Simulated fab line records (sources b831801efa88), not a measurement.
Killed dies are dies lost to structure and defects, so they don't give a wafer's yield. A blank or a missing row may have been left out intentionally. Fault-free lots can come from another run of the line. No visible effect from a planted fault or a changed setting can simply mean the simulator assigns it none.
fab line records	flow sfq-line
record: lots: 7	wafers: 21	last-day: 91
route steps=325 shown M2@102 I2@103 M3@118
lots that met no fault: taken from a fault-free run of the same line
start-h: start of the lot's first displayed wafer, in hours after the record's first day	wait-h: hours elapsed since this lot's preceding step	" unchanged from the row above	L1.1+2: one row covering several wafers at once	- no value present, or no start provided	* or withheld: withheld	< > ~ a bound
route shown NAME@n: names a module that has steps shown in the file, with the first one's number in the route	usual: mean/standard deviation taken from wafers without a fault	same: alike in all rows	chamber/n: place in a boat	sites: each site's reading	_std_site: standard deviation of those values	_edge_site: the outer-site mean with the inner-site mean subtracted	radius-mm: for every site, how far away it sits from the centre of the wafer	mask NAME#n: copy n	behind: the last tool/chamber to shape the wafer	hold: the reason the lot was held/the length of the hold in hours/how it ended	device: the transistor (n, p or np) that didn't switch	end of line: tests run on the same wafers once the route is complete	a step without rows: its recipe alone	killed: dies lost to structure and defects at the first sort, not the wafer's yield	map: dies across one wafer; x = killed, . = not, _ = none there
set.NAME: the setting that was run; set.NAME@STEP: the one run at that earlier step	model.NAME: the simulator's own value behind a step, which no gauge read
lots at some steps of the route; a table a step, a row a wafer
services: from which hour (start-h, from the record's first day; less than 0 if before it) a tool's chamber was out of use, for how many hours, and why
== steps ==
step: SFQ_TRILAYER_M2_STRIP_SOLV_CLEAN_062
recipe: chemistry: NMP	temp-c: 70	time-s: 600
step: SFQ_TRILAYER_I2_DEP_PECVD_063
recipe: material: SiO2	temp-c: 150	time-s: 111.11	pressure-torr: 2.4	rf-w: 183.3	precursor: SiH4/N2O	target-thk-nm: 500
usual: heater-power-w: 78/11	showerhead-vpp-V: 823/49	throttle-valve-pct: 25.8/1.4
lot.wafer	tool	chamber	start-h	wait-h	heater-power-w	showerhead-vpp-V	throttle-valve-pct
L439.2	pecvd-03	0	572.03	0.0	78	782	28.0
L439.5	"	1	"	"	72	871	27.2
L439.6	"	2	"	"	70	733	25.1
L450.1	pecvd-04	2	875.20	0.0	86	912	25.1
L450.4	"	2	"	"	90	892	25.2
L450.5	"	0	"	"	68	761	24.6
L451.2	pecvd-04	2	896.38	0.0	85	894	25.1
L451.5	"	2	"	"	87	888	25.1
L451.6	"	0	"	"	65	768	24.8
L452.1	pecvd-03	0	914.33	0.0	81	784	27.9
L452.2	"	1	"	"	79	851	27.2
L452.4	"	1	"	"	80	859	27.2
L456.2	pecvd-04	1	934.55	0.0	74	871	25.5
L456.3	"	2	"	"	86	903	25.1
L456.6	"	2	"	"	86	906	25.1
L458.3	pecvd-01	1	945.52	0.0	77	854	26.2
L458.4	"	0	"	"	104	819	23.9
L458.5	"	2	"	"	77	822	25.3
L460.2	pecvd-01	1	955.16	0.0	78	850	25.8
L460.4	"	0	"	"	108	820	24.3
L460.6	"	1	"	"	81	858	26.1
step: SFQ_TRILAYER_I2_CMP_CMP_064
recipe: material: SiO2	down-force-psi: 3	platen-rpm: 60	pad-velocity-m-s: 0.94248
usual: motor-current-A: 10.0/1.4	time-to-endpoint-s: 217/6.5
lot.wafer	tool	chamber	start-h	wait-h	motor-current-A	time-to-endpoint-s
L439.2	cmp-02	0	572.61	0.5	10.5	221
L439.5	"	3	574.11	2.0	8.8	225
L439.6	"	0	"	"	10.9	230
L450.1	cmp-01	3	888.61	13.4	8.1	205
L450.4	"	0	"	"	8.5	214
L450.5	"	1	"	"	9.4	211
L451.2	cmp-02	3	912.64	16.2	8.6	217
L451.6	"	1	913.64	17.2	10.5	223
L451.5	"	2	"	"	11.5	217
L452.4	cmp-02	1	935.64	21.2	10.5	210
L452.2	"	2	"	"	12.0	208
L452.1	"	3	"	"	9.1	208
L456.3	cmp-01	1	957.25	22.7	9.7	225
L456.2	"	3	958.25	23.7	8.6	222
L456.6	"	1	959.25	24.6	9.6	220
L458.4	cmp-02	0	967.06	21.5	10.9	207
L458.3	"	2	968.06	22.5	11.7	211
L458.5	"	3	"	"	8.6	207
L460.2	cmp-01	3	972.89	17.7	9.0	211
L460.4	"	2	974.39	19.2	11.7	215
L460.6	"	3	"	"	8.5	224
step: SFQ_I2_BOW_MEAS_917
recipe: mode: bow
usual: I2_BOW: 2/7.7
lot.wafer	tool	chamber	start-h	wait-h	I2_BOW[um]
L439.2	film-metro-01	-	575.13	2.0	-2
L439.5	"	-	"	"	6
L439.6	"	-	"	"	-12
L450.1	film-metro-01	-	890.61	1.5	1
L450.4	"	-	"	"	14
L450.5	"	-	"	"	7
L451.2	film-metro-01	-	914.66	1.5	-21
L451.5	"	-	"	"	-6
L451.6	"	-	"	"	-3
L452.1	film-metro-01	-	938.64	1.5	1
L452.2	"	-	"	"	-16
L452.4	"	-	"	"	-3
L456.2	film-metro-03	-	959.77	1.0	9
L456.3	"	-	"	"	8
L456.6	"	-	"	"	8
L458.3	film-metro-02	-	969.60	1.0	2
L458.4	"	-	"	"	5
L458.5	"	-	"	"	7
L460.2	film-metro-01	-	975.91	2.5	-4
L460.4	"	-	"	"	-2
L460.6	"	-	"	"	-6
step: SFQ_TRILAYER_I2_METRO_MEASURE_065
usual: thk-nm: 200.2/0.78
lot.wafer	tool	chamber	start-h	wait-h	thk-nm
L439.2	film-metro-01	-	575.43	0.3	200.5
L439.5	"	-	"	"	200.2
L439.6	"	-	"	"	200.2
L450.1	film-metro-01	-	890.73	0.1	199.4
L450.4	"	-	"	"	198.0
L450.5	"	-	"	"	199.4
L451.2	film-metro-01	-	914.96	0.3	200.5
L451.5	"	-	"	"	199.6
L451.6	"	-	"	"	199.8
L452.1	film-metro-01	-	938.76	0.1	198.2
L452.2	"	-	"	"	199.9
L452.4	"	-	"	"	200.0
L456.2	film-metro-03	-	960.07	0.3	200.9
L456.3	"	-	"	"	200.3
L456.6	"	-	"	"	201.1
L458.3	film-metro-02	-	970.08	0.5	200.5
L458.4	"	-	"	"	199.7
L458.5	"	-	"	"	198.1
L460.2	film-metro-01	-	976.21	0.3	202.0
L460.4	"	-	"	"	200.9
L460.6	"	-	"	"	201.1
step: SFQ_TRILAYER_I2_VIA_LITHO_COAT_072
recipe: resist: BARC	spin-rpm: 3000	resist-thk-nm: 62
step: SFQ_TRILAYER_I2_VIA_LITHO_COAT_067
recipe: resist: KrF	spin-rpm: 3036	resist-thk-nm: 650
step: SFQ_TRILAYER_I2_VIA_LITHO_SOFTBAKE_071
recipe: temp-c: withheld	time-s: withheld	resist: KrF
step: SFQ_TRILAYER_I2_VIA_LITHO_EXPOSE_068
recipe: mask-id: I2	na: 0.6	source-shape: conventional	sigma-outer: 0.65	target-cd-nm: 500	dose-mj: 21.3
step: SFQ_TRILAYER_I2_VIA_LITHO_PEB_070
recipe: peb-temp-c: 115	peb-time-s: 60	resist: KrF
step: SFQ_TRILAYER_I2_VIA_LITHO_DEVELOP_069
recipe: time-s: 60	resist: KrF
step: SFQ_I2_OVL_MEAS_918
usual: I2_OVL: 1/5.4
lot.wafer	tool	chamber	start-h	wait-h	I2_OVL[nm]
L439.2	overlay-01	-	744.48	0.1	3
L439.5	"	-	"	"	5
L439.6	"	-	"	"	1
L450.1	overlay-01	-	894.18	0.1	-3
L450.4	"	-	"	"	-9
L450.5	"	-	"	"	-10
L451.2	overlay-01	-	919.34	0.1	-5
L451.5	"	-	"	"	-6
L451.6	"	-	"	"	0
L452.1	overlay-01	-	942.21	0.1	3
L452.2	"	-	"	"	-3
L452.4	"	-	"	"	6
L456.2	overlay-01	-	1090.49	0.1	-8
L456.3	"	-	"	"	0
L456.6	"	-	"	"	-1
L458.3	overlay-01	-	1100.10	0.1	3
L458.4	"	-	"	"	6
L458.5	"	-	"	"	-1
L460.2	overlay-01	-	1111.02	0.1	0
L460.4	"	-	"	"	-6
L460.6	"	-	"	"	-7
step: SFQ_TRILAYER_I2_VIA_BARC_OPEN_VIA_ETCH_096
recipe: mask-material: PR	chemistry: O2	target-depth-nm: 125	target: BARC	source-w: 500	bias-w: 80	pressure-mtorr: 30	time-s: 41.7
usual: bias-w: 79.98/0.24	chamber-pressure-mTorr: 30.000/0.027	drypump-motor-current-A: 5.7/0.36	oes-product-au: 0.685/0.0044
lot.wafer	tool	chamber	start-h	wait-h	bias-w	chamber-pressure-mTorr	drypump-motor-current-A	oes-product-au	rf-hours-counter-h	model.KrF_of_TRILAYER_I2_VIA_LITHO_COAT_067.thk-nm
L439.2	rie-diel-03	2	744.51	0.0	79.76	30.020	5.7	0.684	12	569.1
L439.5	"	3	"	"	80.51	30.020	6.0	0.686	-	568.6
L439.6	"	0	"	"	79.56	29.980	5.2	0.693	-	568.4
L450.1	rie-diel-01	0	894.22	0.0	-	-	-	-	-	615.6
L450.4	"	3	"	"	-	-	-	-	-	618.1
L450.5	"	0	"	"	-	-	-	-	-	619.9
L451.2	rie-diel-01	3	919.37	0.0	-	-	-	-	-	621.5
L451.5	"	3	"	"	-	-	-	-	-	621.5
L451.6	"	2	"	"	-	-	-	-	-	621.8
L452.1	rie-diel-01	0	942.24	0.0	-	-	-	-	-	618.3
L452.2	"	2	"	"	-	-	-	-	-	616.7
L452.4	"	3	"	"	-	-	-	-	-	616.7
L456.2	rie-diel-01	2	1090.52	0.0	79.97	30.003	6.2	0.693	8	566.7
L456.3	"	1	"	"	79.92	30.001	5.8	0.685	18	564.9
L456.6	"	3	"	"	80.14	29.995	5.8	0.682	-	568.5
L458.3	rie-diel-03	3	1100.12	0.0	80.14	29.972	6.1	0.686	17	572.1
L458.4	"	1	"	"	79.91	30.008	5.9	0.680	9	572.5
L458.5	"	0	"	"	79.92	30.030	5.2	0.689	-	571.1
L460.2	rie-diel-03	0	1111.05	0.0	80.32	30.000	5.2	0.688	3	568.5
L460.4	"	1	"	"	79.88	30.022	5.9	0.683	9	567.4
L460.6	"	2	"	"	80.01	30.029	5.7	0.685	-	569.4
step: SFQ_TRILAYER_I2_VIA_ETCH_VIA_ETCH_070
recipe: target: SiO2	stop-on: Nb	mask-material: PR	taper-deg: 20	chemistry: CHF3	target-depth-nm: 260	source-w: 500	bias-w: 80	pressure-mtorr: 30	time-s: withheld
usual: bias-w: 79.99/0.24	chamber-pressure-mTorr: 30.004/0.027	drypump-motor-current-A: 5.7/0.36	oes-product-au: 0.855/0.0054
lot.wafer	tool	chamber	start-h	wait-h	bias-w	chamber-pressure-mTorr	drypump-motor-current-A	oes-product-au	model.KrF_of_TRILAYER_I2_VIA_LITHO_COAT_067.thk-nm
L439.2	rie-diel-03	2	744.55	0.0	80.26	29.981	5.8	0.852	523.4
L439.5	"	3	"	"	79.79	29.967	6.0	0.850	522.9
L439.6	"	0	"	"	80.16	29.988	5.2	0.852	522.5
L450.1	rie-diel-01	0	894.26	0.0	80.22	30.035	5.4	0.372	571.2
L450.4	"	3	"	"	79.98	30.009	5.9	0.381	573.4
L450.5	"	0	"	"	79.85	30.077	5.4	0.378	575.2
L451.2	rie-diel-01	3	919.41	0.0	79.53	29.966	5.8	0.385	577.4
L451.5	"	3	"	"	79.56	29.972	5.9	0.382	577
L451.6	"	2	"	"	79.91	29.950	6.2	0.380	578
L452.1	rie-diel-01	0	942.28	0.0	79.93	30.007	5.4	0.383	573.8
L452.2	"	2	"	"	79.77	29.987	6.3	0.370	572.4
L452.4	"	3	"	"	79.73	29.996	5.9	0.376	572.1
L456.2	rie-diel-01	2	1090.56	0.0	80.01	30.032	6.3	0.857	522.6
L456.3	"	1	"	"	80.31	30.004	5.8	0.850	520.7
L456.6	"	3	"	"	80.09	29.964	5.8	0.864	523.8
L458.3	rie-diel-03	3	1100.16	0.0	79.94	29.992	6.0	0.860	527.4
L458.4	"	1	"	"	79.98	30.008	5.9	0.852	528.1
L458.5	"	0	"	"	80.12	30.022	5.2	0.848	525.7
L460.2	rie-diel-03	0	1111.09	0.0	79.68	30.021	5.1	0.861	523.2
L460.4	"	1	"	"	79.66	30.028	5.9	0.856	522.5
L460.6	"	2	"	"	79.79	30.044	5.7	0.860	524.2
step: SFQ_TRILAYER_I2_VIA_STRIP_STRIP_071
recipe: gas: O2	power-w: 200	platen-temp-c: 40	overash-fraction: 0.65	chemistry: O2	pressure-mtorr: 50
usual: drypump-motor-current-A: 5.9/0.46	oes-product-au: 0.999/0.0068	platen-temp-c: 40.00/0.11
lot.wafer	tool	chamber	start-h	wait-h	drypump-motor-current-A	oes-product-au	platen-temp-c	rf-hours-counter-h
L439.2	rie-metal-01	1	744.86	-	5.9	1.001	39.87	-
L439.5	"	1	"	"	5.9	1.014	39.92	-
L439.6	"	1	"	"	5.9	1.008	39.85	-
L450.1	rie-metal-01	1	894.37	-	5.9	1.000	40.20	20
L450.4	"	0	"	"	6.4	0.982	39.99	-
L450.5	"	0	"	"	6.5	0.988	40.13	-
L451.2	rie-metal-04	1	919.52	-	5.8	0.987	39.93	89
L451.5	"	0	"	"	5.1	1.002	39.97	-
L451.6	"	1	"	"	5.8	0.988	39.87	-
L452.1	rie-metal-01	1	942.40	-	5.9	1.007	39.91	27
L452.2	"	0	"	"	6.5	0.997	39.87	74
L452.4	"	1	"	"	5.9	1.004	40.26	-
L456.2	rie-metal-02	1	1090.67	-	5.5	1.002	39.99	92
L456.3	"	1	"	"	5.5	0.997	39.98	-
L456.6	"	1	"	"	5.4	1.000	40.15	-
L458.3	rie-metal-01	1	1100.47	-	5.9	1.001	39.84	-
L458.4	"	0	"	"	6.5	0.992	40.17	-
L458.5	"	1	"	"	5.9	0.996	39.81	-
L460.2	rie-metal-01	1	1111.20	-	5.9	0.997	39.92	46
L460.4	"	0	"	"	6.4	0.996	40.09	-
L460.6	"	1	"	"	5.9	1.001	40.05	-
step: SFQ_TRILAYER_I2_VIA_STRIP_SOLV_CLEAN_072
recipe: chemistry: NMP	temp-c: 70	time-s: 600
step: SFQ_TRILAYER_M3_DEP_PRE_CLEAN_074
recipe: gas: Ar	time-s: 22.5	bias-v: 250
step: SFQ_TRILAYER_M3_DEP_SPUTTER_073
recipe: material: Nb	base-pressure-pa: 1.33e-06	chamber-pressure-pa: 0.1383	substrate-temp-c: 20	resputter-cathode-voltage-v: 400	target-thk-nm: 200	power-w: 2000	time-s: 133.3
usual: base-pressure-pa: 1.32e-06/1.1e-07	throttle-valve-pct: 30.1/0.96
lot.wafer	tool	chamber	start-h	wait-h	base-pressure-pa	throttle-valve-pct
L439.2	pvd-sputter-05	-	746.07	0.0	1.12e-06	30.5
L439.5	"	-	"	"	1.43e-06	30.3
L439.6	"	-	"	"	1.29e-06	30.5
L450.1	pvd-sputter-06	-	895.18	0.0	1.15e-06	30.1
L450.4	"	-	"	"	1.4e-06	30.2
L450.5	"	-	"	"	1.35e-06	29.4
L451.2	pvd-sputter-05	-	920.32	0.0	1.24e-06	30.1
L451.5	"	-	"	"	1.17e-06	30.5
L451.6	"	-	"	"	1.34e-06	30.3
L452.1	pvd-sputter-03	-	943.20	0.0	1.43e-06	30.1
L452.2	"	-	"	"	1.2e-06	27.7
L452.4	"	-	"	"	1.42e-06	31.6
L456.2	pvd-sputter-03	-	1091.48	0.0	1.24e-06	31.6
L456.3	"	-	"	"	1.49e-06	27.5
L456.6	"	-	"	"	1.11e-06	31.8
L458.3	pvd-sputter-03	-	1101.08	0.0	1.52e-06	30.3
L458.4	"	-	"	"	1.24e-06	31.7
L458.5	"	-	"	"	1.37e-06	30.4
L460.2	pvd-sputter-06	-	1112.02	0.0	1.31e-06	29.6
L460.4	"	-	"	"	1.13e-06	30.2
L460.6	"	-	"	"	1.38e-06	28.8
step: SFQ_M3_RS_MEAS_919
recipe: thk-meas-gauge: four-point-probe	reads: Nb_of_TRILAYER_M3_DEP_SPUTTER_073
usual: M3_NB_RS: 0.894/0.0078
lot.wafer	tool	chamber	start-h	wait-h	M3_NB_RS[ohm/sq]
L439.2	film-metro-04	-	746.18	0.1	0.892
L439.5	"	-	"	"	0.893
L439.6	"	-	"	"	0.894
L450.1	film-metro-04	-	895.27	0.0	0.885
L450.4	"	-	"	"	0.894
L450.5	"	-	"	"	0.893
L451.2	film-metro-04	-	920.44	0.1	0.885
L451.5	"	-	"	"	0.882
L451.6	"	-	"	"	0.884
L452.1	film-metro-01	-	943.29	0.0	0.894
L452.2	"	-	"	"	0.896
L452.4	"	-	"	"	0.896
L456.2	film-metro-01	-	1091.59	0.1	0.888
L456.3	"	-	"	"	0.888
L456.6	"	-	"	"	0.890
L458.3	film-metro-03	-	1101.21	0.1	0.904
L458.4	"	-	"	"	0.896
L458.5	"	-	"	"	0.899
L460.2	film-metro-03	-	1112.13	0.1	0.894
L460.4	"	-	"	"	0.897
L460.6	"	-	"	"	0.898
step: SFQ_TRILAYER_M3_LITHO_COAT_080
recipe: resist: BARC	spin-rpm: 3000	resist-thk-nm: 62
step: SFQ_TRILAYER_M3_LITHO_COAT_075
recipe: resist: KrF	spin-rpm: 3000	resist-thk-nm: 600
step: SFQ_TRILAYER_M3_LITHO_SOFTBAKE_079
recipe: temp-c: withheld	time-s: withheld	resist: KrF
step: SFQ_TRILAYER_M3_LITHO_EXPOSE_076
recipe: mask-id: M3	na: 0.6	source-shape: conventional	sigma-outer: 0.65	target-cd-nm: 500	dose-mj: 14.4
usual: exposure-dose-mJ-cm2: 14.397/0.013	focus-offset-nm: 0.0/0.53
lot.wafer	tool	chamber	start-h	wait-h	mask	exposure-dose-mJ-cm2	focus-offset-nm
L439.2	krf-scanner-01	0	901.06	-	M3#0	14.374	-0.3
L439.5	"	0	"	"	M3#0	14.411	0.9
L439.6	"	0	"	"	M3#0	14.401	0.9
L450.1	krf-scanner-02	-	1028.60	-	M3#0	-	-
L450.4	"	-	"	"	M3#0	-	-
L450.5	"	-	"	"	M3#0	-	-
L451.2	krf-scanner-01	-	1051.51	-	M3#0	-	-
L451.5	"	-	"	"	M3#0	-	-
L451.6	"	-	"	"	M3#0	-	-
L452.1	krf-scanner-02	-	1052.70	-	M3#0	-	-
L452.2	"	-	"	"	M3#0	-	-
L452.4	"	-	"	"	M3#0	-	-
L456.2	krf-scanner-01	0	1092.70	-	M3#0	14.410	-0.2
L456.3	"	0	"	"	M3#0	14.414	-0.4
L456.6	"	0	"	"	M3#0	14.407	0.2
L458.3	krf-scanner-01	0	1232.53	-	M3#0	14.408	0.8
L458.4	"	0	"	"	M3#0	14.414	-0.2
L458.5	"	0	"	"	M3#0	14.401	0.3
L460.2	krf-scanner-01	0	1241.93	-	M3#0	14.399	0.3
L460.4	"	0	"	"	M3#0	14.421	0.3
L460.6	"	0	"	"	M3#0	14.391	-0.1
step: SFQ_TRILAYER_M3_LITHO_PEB_078
recipe: peb-temp-c: 115	peb-time-s: 60	resist: KrF
== services ==
tool	chamber	start-h	hours	kind
krf-scanner-01	-	594.03	0.8	pm
krf-scanner-01	-	612.86	11.6	pm
krf-scanner-01	-	630.41	1.3	pm
krf-scanner-01	-	633.78	0.5	repair
rie-diel-01	3	682.70	6.9	repair
krf-scanner-01	-	690.37	1.0	pm
rie-diel-01	2	690.43	1.3	repair
film-metro-01	-	699.13	0.8	pm
rie-diel-01	-	699.33	14.6	pm
rie-diel-03	2	704.23	4.7	repair
film-metro-01	-	720.03	0.3	pm
rie-diel-03	1	728.98	40.1	repair
rie-diel-03	3	729.75	2.8	repair
rie-metal-01	0	741.76	4.3	repair
film-metro-01	-	744.24	1.4	pm
krf-scanner-01	-	763.37	0.8	pm
krf-scanner-01	-	806.22	1.3	pm
rie-metal-01	1	814.38	6.8	repair
krf-scanner-01	-	815.08	0.1	repair
rie-diel-01	2	893.54	3.5	repair
rie-diel-03	3	921.76	18.6	repair
rie-diel-03	-	1038.51	14.6	pm
rie-diel-03	3	1148.17	6.1	repair
rie-diel-03	2	1166.11	5.1	repair
== key ==
first-sign: step: SFQ_TRILAYER_I2_VIA_BARC_OPEN_VIA_ETCH_096	reading: tool-record	direction: missing
effect: step: SFQ_TRILAYER_I2_VIA_ETCH_VIA_ETCH_070	reading: oes-product-au	direction: down	sigmas: 88	usual: 0.855	struck: 0.379
effect: step: SFQ_TRILAYER_M3_LITHO_EXPOSE_076	reading: tool-record	direction: missing
model-effect: step: SFQ_TRILAYER_I2_VIA_BARC_OPEN_VIA_ETCH_096	value: KrF_of_TRILAYER_I2_VIA_LITHO_COAT_067.thk-nm	without: 567.8	struck: 618.9
model-effect: step: SFQ_TRILAYER_I2_VIA_ETCH_VIA_ETCH_070	value: KrF_of_TRILAYER_I2_VIA_LITHO_COAT_067.thk-nm	without: 523.3	struck: 574.5
met-at SFQ_TRILAYER_I2_VIA_BARC_OPEN_VIA_ETCH_096
struck-wafers L450.1,L450.4,L450.5,L451.2,L451.5,L451.6,L452.1,L452.2,L452.4
fault: kind: skipped-step-whole	tool: rie-diel-01	chamber: -	onset-h: 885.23	steps: SFQ_TRILAYER_I2_VIA_BARC_OPEN_VIA_ETCH_096	scope: struck-lots-only
